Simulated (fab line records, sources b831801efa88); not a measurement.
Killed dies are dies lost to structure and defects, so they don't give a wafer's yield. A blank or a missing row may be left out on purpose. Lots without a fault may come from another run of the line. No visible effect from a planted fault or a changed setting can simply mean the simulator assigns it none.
Which tool was responsible? | flow sky130 | 36 wafers from 12 lots sampled at 2 of the route's 708 steps

WHAT EACH GAUGE READ, for each wafer
SKY_VIA4_RS_MEAS_19: a four-point-probe measurement.
lot  | measured     | on            | VIA4_W_RS (ohm/sq)
L294 | day 42 16:56 | film-metro-01 | 0.228 0.230 0.231
L295 | day 42 21:18 | film-metro-03 | 0.220 0.224 0.218
L296 | day 42 23:27 | film-metro-02 | 0.230 0.225 0.228
L297 | day 43 16:07 | film-metro-03 | 0.220 0.225 0.227
L298 | day 43 17:04 | film-metro-03 | 0.222 0.220 0.219
L303 | day 45 17:55 | film-metro-03 | 0.220 0.227 0.228
L305 | day 45 22:45 | film-metro-03 | 0.219 0.222 0.219
L307 | day 46 06:06 | film-metro-03 | 0.228 0.219 0.217
L309 | day 46 16:56 | film-metro-03 | 0.217 0.228 0.229
L312 | day 47 06:09 | film-metro-01 | 0.219 0.221 0.221
L313 | day 47 15:28 | film-metro-02 | 0.222 0.219 0.221
L315 | day 48 00:31 | film-metro-01 | 0.219 0.219 0.230

WHAT TOOL EACH LOT RAN ON (gives the tool, then ch and the chambers of the sampled wafers, and finally the start)
lot  | SKY_VIA2_CVD_21
L294 | cvd-w-01 ch 0,1, day 36 04:42
L295 | cvd-w-01 ch 0,1, day 36 09:42
L296 | cvd-w-02 ch 0,1, day 36 11:15
L297 | cvd-w-01 ch 0,1, day 37 06:14
L298 | cvd-w-01 ch 0, day 37 08:57
L303 | cvd-w-02 ch 0,1, day 39 15:33
L305 | cvd-w-02 ch 0,1, day 39 21:12
L307 | cvd-w-02 ch 0,1, day 40 06:03
L309 | cvd-w-01 ch 0,1, day 40 18:11
L312 | cvd-w-01 ch 0,1, day 41 12:20
L313 | cvd-w-01 ch 0, day 41 21:08
L315 | cvd-w-01 ch 0, day 42 08:32
- SKY_VIA2_CVD_21: deposits W, target thk 420 nm, time 126.4 s.

WHAT THE TOOLS THEMSELVES READ (means of the sampled wafers that have a number; where no wafer has one, the mark that the record gives instead)
SKY_VIA2_CVD_21.
lot  | tool     | heater-power-w (W)
L294 | cvd-w-01 | 855
L295 | cvd-w-01 | 837
L296 | cvd-w-02 | 835
L297 | cvd-w-01 | 883
L298 | cvd-w-01 | 919
L303 | cvd-w-02 | 830
L305 | cvd-w-02 | 834
L307 | cvd-w-02 | 816
L309 | cvd-w-01 | 835
L312 | cvd-w-01 | 882
L313 | cvd-w-01 | 920
L315 | cvd-w-01 | 934

THE ANSWER, worked out from the rows above alone
Rule: the usual values come from the lots themselves. The widest of any qualifying gaps counts: lots, ordered by their means at a reading, are off when they make up no more than a third of the lots, leave a main group of 4 or more, and stand apart from it by 3 or more times the standard deviation of that group's means. If all means in a main group match to the digits the tables above print for the reading, that group is not used. Also off: a lot with no number at a reading for which 4 or more lots have one. All remaining lots with rows at the step are treated as sound. The gauges are gone through in route order, then the tools' own readings, and for those a lot's mean is taken as printed above. The first step at which some lot is off is used, and at that step the reading that is off furthest; a lot without a number counts as furthest.
No lot is off at any reading shown: from this, nothing can be told.

WHAT THE SIMULATOR HAD INSERTED
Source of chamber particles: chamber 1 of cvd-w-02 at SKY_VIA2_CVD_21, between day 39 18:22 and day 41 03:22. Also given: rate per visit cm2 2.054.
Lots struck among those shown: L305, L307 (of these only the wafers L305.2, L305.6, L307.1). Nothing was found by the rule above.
